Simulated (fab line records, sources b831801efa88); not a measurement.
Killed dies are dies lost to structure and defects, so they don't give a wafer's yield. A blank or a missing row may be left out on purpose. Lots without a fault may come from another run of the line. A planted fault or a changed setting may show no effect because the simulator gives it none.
One fault seen from 2 desks | flow gf180mcu | each desk has only its own numbers; what lay behind them comes last

THE TOOL OWNER'S DESK: pvd_sputter-02
The tool's own readings at GF_V5_SPUTTER_21 (material Ti, target thk 15 nm, time 80.02 s): means of the sampled wafers that have a number, for each lot that ran on this tool. A lot is out of limits, marked OUT, if its mean lies more than 4 standard deviations from the usual mean; the brackets give that distance.
Columns: A = cathode_dc_power_W at GF_V5_SPUTTER_21, usual 2500.0 W; B = throttle_valve_pct at GF_V5_SPUTTER_21, usual 29.9 %
lot  | first seen here | A                        | B
L518 | day 28 05:27    | 2870.0 (+99 or more) OUT | 30.7
L523 | day 29 17:26    | 2869.9 (+99 or more) OUT | 30.8
L532 | day 32 05:27    | 2500.0                   | 30.4
L538 | day 33 15:01    | 2499.9                   | 30.5
This desk's finding: out of limits on L518, L523; first on L518, day 28 05:27 (cathode_dc_power_W at GF_V5_SPUTTER_21). In limits: L532, L538.

THE METROLOGY DESK
What the gauges read, lot by lot, whatever tool the lot ran on: means of the sampled wafers that have a number. A lot is out of limits, marked OUT, if its mean lies more than 4 standard deviations from the usual mean; the brackets give that distance.
Columns: A = cd_nm at GF_V5_CD_MEAS_14, usual 260.1 nm; B = V5_OVL at GF_V5_OVL_MEAS_15, usual 4 nm
lot  | first seen here | A     | B
L518 | day 28 04:38    | 258.8 | 7
L519 | day 28 18:06    | 259.4 | 3
L523 | day 29 16:37    | 262.4 | 8
L527 | day 31 02:49    | 262.9 | -2
L532 | day 32 04:37    | 262.4 | 10
L538 | day 33 14:11    | 258.3 | -2
This desk's finding: nothing out of limits on any of the 6 lots.

PUT TOGETHER
The tool owner's desk could have raised an alarm at day 28 05:27, on L518, L523.
The metrology desk saw nothing out of limits.
The metrology desk has L518, L523 on record, within its limits.
Of the lots named, all ran GF_V5_SPUTTER_21 on pvd_sputter-02.

WHAT THE SIMULATOR HAD PUT IN
Process parameter drift: pvd_sputter-02, from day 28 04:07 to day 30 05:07, at GF_V5_SPUTTER_21. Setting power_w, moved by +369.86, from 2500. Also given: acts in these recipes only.
Lots struck among those shown: L518, L523.
Hours from the fault's start to each desk's first reading out of limits: the tool owner's desk, 1.
